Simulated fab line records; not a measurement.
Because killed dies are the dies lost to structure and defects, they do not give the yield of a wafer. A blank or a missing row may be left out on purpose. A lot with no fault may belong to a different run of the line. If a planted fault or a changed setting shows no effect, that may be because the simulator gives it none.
Which tool was responsible? :: flow sky130 :: 12 lots, 36 wafers sampled, at 4 steps of a route of 708

## WHAT THE GAUGES SHOWED, per wafer
SKY_METAL4_OVL_MEAS_14.
lot: L127
measured: day 41 18:20
on: overlay-01
METAL4_OVL (nm): 0 -1 6

lot: L129
measured: day 42 01:53
on: overlay-02
METAL4_OVL (nm): -3 -11 -6

lot: L130
measured: day 42 09:13
on: overlay-01
METAL4_OVL (nm): 3 -6 7

lot: L131
measured: day 42 21:57
on: overlay-01
METAL4_OVL (nm): 2 6 4

lot: L132
measured: day 43 05:01
on: overlay-01
METAL4_OVL (nm): -3 -2 0

lot: L136
measured: day 44 06:19
on: overlay-01
METAL4_OVL (nm): -1 1 1

lot: L137
measured: day 44 11:48
on: overlay-01
METAL4_OVL (nm): 1 -7 -6

lot: L138
measured: day 45 00:29
on: overlay-01
METAL4_OVL (nm): -2 3 -3

lot: L140
measured: day 45 06:53
on: overlay-01
METAL4_OVL (nm): 1 -6 -3

lot: L144
measured: day 46 11:06
on: overlay-02
METAL4_OVL (nm): -3 -3 -1

lot: L147
measured: day 47 04:10
on: overlay-02
METAL4_OVL (nm): -6 -14 -6

lot: L150
measured: day 47 19:07
on: overlay-02
METAL4_OVL (nm): -1 -8 2

## TOOL THAT RAN EACH LOT (tool first, then ch and the chambers of the sampled wafers, then the start)
lot: L127
SKY_METAL1_DESCUM_17: rie metal-03 ch 0,1, day 32 19:25
SKY_VIA1_CVD_21: cvd w-02 ch 1, day 34 00:11
SKY_VIA2_SPUTTER_20: pvd sputter-02, day 36 09:04

lot: L129
SKY_METAL1_DESCUM_17: rie metal-02 ch 0,1, day 33 04:04
SKY_VIA1_CVD_21: cvd w-01 ch 0,1, day 34 09:10
SKY_VIA2_SPUTTER_20: pvd sputter-02, day 36 17:05

lot: L130
SKY_METAL1_DESCUM_17: rie metal-03 ch 0,1, day 33 13:02
SKY_VIA1_CVD_21: cvd w-02 ch 0,1, day 34 18:05
SKY_VIA2_SPUTTER_20: pvd sputter-02, day 37 01:38

lot: L131
SKY_METAL1_DESCUM_17: rie metal-03 ch 0, day 34 02:44
SKY_VIA1_CVD_21: cvd w-02 ch 0,1, day 35 08:13
SKY_VIA2_SPUTTER_20: pvd sputter-02, day 37 15:41

lot: L132
SKY_METAL1_DESCUM_17: rie metal-03 ch 0,1, day 34 12:29
SKY_VIA1_CVD_21: cvd w-02 ch 0,1, day 35 17:14
SKY_VIA2_SPUTTER_20: pvd sputter-02, day 37 23:37

lot: L136
SKY_METAL1_DESCUM_17: rie metal-02 ch 1, day 35 17:34
SKY_VIA1_CVD_21: cvd w-01 ch 0,1, day 36 21:53
SKY_VIA2_SPUTTER_20: pvd sputter-02, day 39 02:59

lot: L137
SKY_METAL1_DESCUM_17: rie metal-04 ch 0, day 36 01:53
SKY_VIA1_CVD_21: cvd w-02 ch 0,1, day 37 05:28
SKY_VIA2_SPUTTER_20: pvd sputter-02, day 39 09:49

lot: L138
SKY_METAL1_DESCUM_17: rie metal-02 ch 0,1, day 36 13:04
SKY_VIA1_CVD_21: cvd w-02 ch 0,1, day 37 18:35
SKY_VIA2_SPUTTER_20: pvd sputter-02, day 39 22:40

lot: L140
SKY_METAL1_DESCUM_17: rie metal-03 ch 0,1, day 36 22:56
SKY_VIA1_CVD_21: cvd w-01 ch 0,1, day 38 02:49
SKY_VIA2_SPUTTER_20: pvd sputter-02, day 40 07:08

lot: L144
SKY_METAL1_DESCUM_17: rie metal-04 ch 0,1, day 38 06:28
SKY_VIA1_CVD_21: cvd w-02 ch 0,1, day 39 10:01
SKY_VIA2_SPUTTER_20: pvd sputter-02, day 41 15:02

lot: L147
SKY_METAL1_DESCUM_17: rie metal-03 ch 0, day 39 04:17
SKY_VIA1_CVD_21: cvd w-02 ch 0,1, day 40 07:06
SKY_VIA2_SPUTTER_20: pvd sputter-02, day 42 10:10

lot: L150
SKY_METAL1_DESCUM_17: rie metal-03 ch 0, day 39 21:41
SKY_VIA1_CVD_21: cvd w-02 ch 0, day 41 00:41
SKY_VIA2_SPUTTER_20: pvd sputter-03, day 43 02:07
- SKY_METAL1_DESCUM_17: chemistry O2, time 8 s.
- SKY_VIA1_CVD_21: deposits W, target thk 270 nm, time 80.902 s.
- SKY_VIA2_SPUTTER_20: material TiN, target thk 20 nm, time 80 s.

## WHAT THE TOOLS THEMSELVES READ (means of the sampled wafers that have a number; where no wafer has one, the mark that the record gives instead)
SKY_METAL1_DESCUM_17.
lot: L127
tool: rie metal-03
drypump motor current A (A): 6.2
oes product au (a.u.): 0.992
rf fwd power W (W): 147.3

lot: L129
tool: rie metal-02
drypump motor current A (A): 5.6
oes product au (a.u.): 1.007
rf fwd power W (W): 147.6

lot: L130
tool: rie metal-03
drypump motor current A (A): 6.0
oes product au (a.u.): 1.003
rf fwd power W (W): 146.9

lot: L131
tool: rie metal-03
drypump motor current A (A): 6.4
oes product au (a.u.): 0.995
rf fwd power W (W): 147.1

lot: L132
tool: rie metal-03
drypump motor current A (A): 6.3
oes product au (a.u.): 0.998
rf fwd power W (W): 146.5

lot: L136
tool: rie metal-02
drypump motor current A (A): 5.8
oes product au (a.u.): 1.001
rf fwd power W (W): 148.1

lot: L137
tool: rie metal-04
drypump motor current A (A): 5.5
oes product au (a.u.): 1.015
rf fwd power W (W): 146.8

lot: L138
tool: rie metal-02
drypump motor current A (A): 5.7
oes product au (a.u.): 0.998
rf fwd power W (W): 147.4

lot: L140
tool: rie metal-03
drypump motor current A (A): 6.0
oes product au (a.u.): 0.990
rf fwd power W (W): 146.5

lot: L144
tool: rie metal-04
drypump motor current A (A): 6.2
oes product au (a.u.): 1.013
rf fwd power W (W): 147.7

lot: L147
tool: rie metal-03
drypump motor current A (A): 6.4
oes product au (a.u.): 0.992
rf fwd power W (W): 147.1

lot: L150
tool: rie metal-03
drypump motor current A (A): 6.4
oes product au (a.u.): 1.001
rf fwd power W (W): 147.1

SKY_VIA1_CVD_21.
lot: L127
tool: cvd w-02
heater power w (W): 848
susceptor temp C (C): 399.92

lot: L129
tool: cvd w-01
heater power w (W): 985
susceptor temp C (C): 399.84

lot: L130
tool: cvd w-02
heater power w (W): 949
susceptor temp C (C): 399.97

lot: L131
tool: cvd w-02
heater power w (W): 954
susceptor temp C (C): 399.87

lot: L132
tool: cvd w-02
heater power w (W): 907
susceptor temp C (C): 400.20

lot: L136
tool: cvd w-01
heater power w (W): 979
susceptor temp C (C): 400.00

lot: L137
tool: cvd w-02
heater power w (W): 907
susceptor temp C (C): 399.59

lot: L138
tool: cvd w-02
heater power w (W): 911
susceptor temp C (C): 399.91

lot: L140
tool: cvd w-01
heater power w (W): 967
susceptor temp C (C): 399.86

lot: L144
tool: cvd w-02
heater power w (W): 954
susceptor temp C (C): 400.22

lot: L147
tool: cvd w-02
heater power w (W): 914
susceptor temp C (C): 399.84

lot: L150
tool: cvd w-02
heater power w (W): 1007
susceptor temp C (C): 400.04

SKY_VIA2_SPUTTER_20.
lot: L127
tool: pvd sputter-02
throttle valve pct (%): 30.1

lot: L129
tool: pvd sputter-02
throttle valve pct (%): 30.2

lot: L130
tool: pvd sputter-02
throttle valve pct (%): 30.0

lot: L131
tool: pvd sputter-02
throttle valve pct (%): 30.1

lot: L132
tool: pvd sputter-02
throttle valve pct (%): 30.7

lot: L136
tool: pvd sputter-02
throttle valve pct (%): 30.7

lot: L137
tool: pvd sputter-02
throttle valve pct (%): 30.4

lot: L138
tool: pvd sputter-02
throttle valve pct (%): 31.0

lot: L140
tool: pvd sputter-02
throttle valve pct (%): 31.2

lot: L144
tool: pvd sputter-02
throttle valve pct (%): 30.7

lot: L147
tool: pvd sputter-02
throttle valve pct (%): 30.1

lot: L150
tool: pvd sputter-03
throttle valve pct (%): 30.1

## THE ANSWER, worked out from the rows above alone
Rule: what is usual is taken from the lots themselves. The widest of any qualifying gaps counts: lots, ordered by their means at a reading, are off when they make up no more than a third of the lots, leave a main group of 4 or more, and stand apart from it by 3 or more times the standard deviation of that group's means. If all means in a main group match to the digits the tables above print for the reading, that group is not used. A lot without any number at a reading at which 4 lots or more have one is off too. Where the step has rows for the other lots, those lots are counted as sound. First the gauges in route order, then the tools' own readings, where a lot's mean is used as printed above. The first step at which some lot is off is used, and at that step the reading that is off furthest; a lot without a number counts as furthest.
Across all readings shown, no lot is off: no conclusion can be drawn from this.

## WHAT THE SIMULATOR PUT IN
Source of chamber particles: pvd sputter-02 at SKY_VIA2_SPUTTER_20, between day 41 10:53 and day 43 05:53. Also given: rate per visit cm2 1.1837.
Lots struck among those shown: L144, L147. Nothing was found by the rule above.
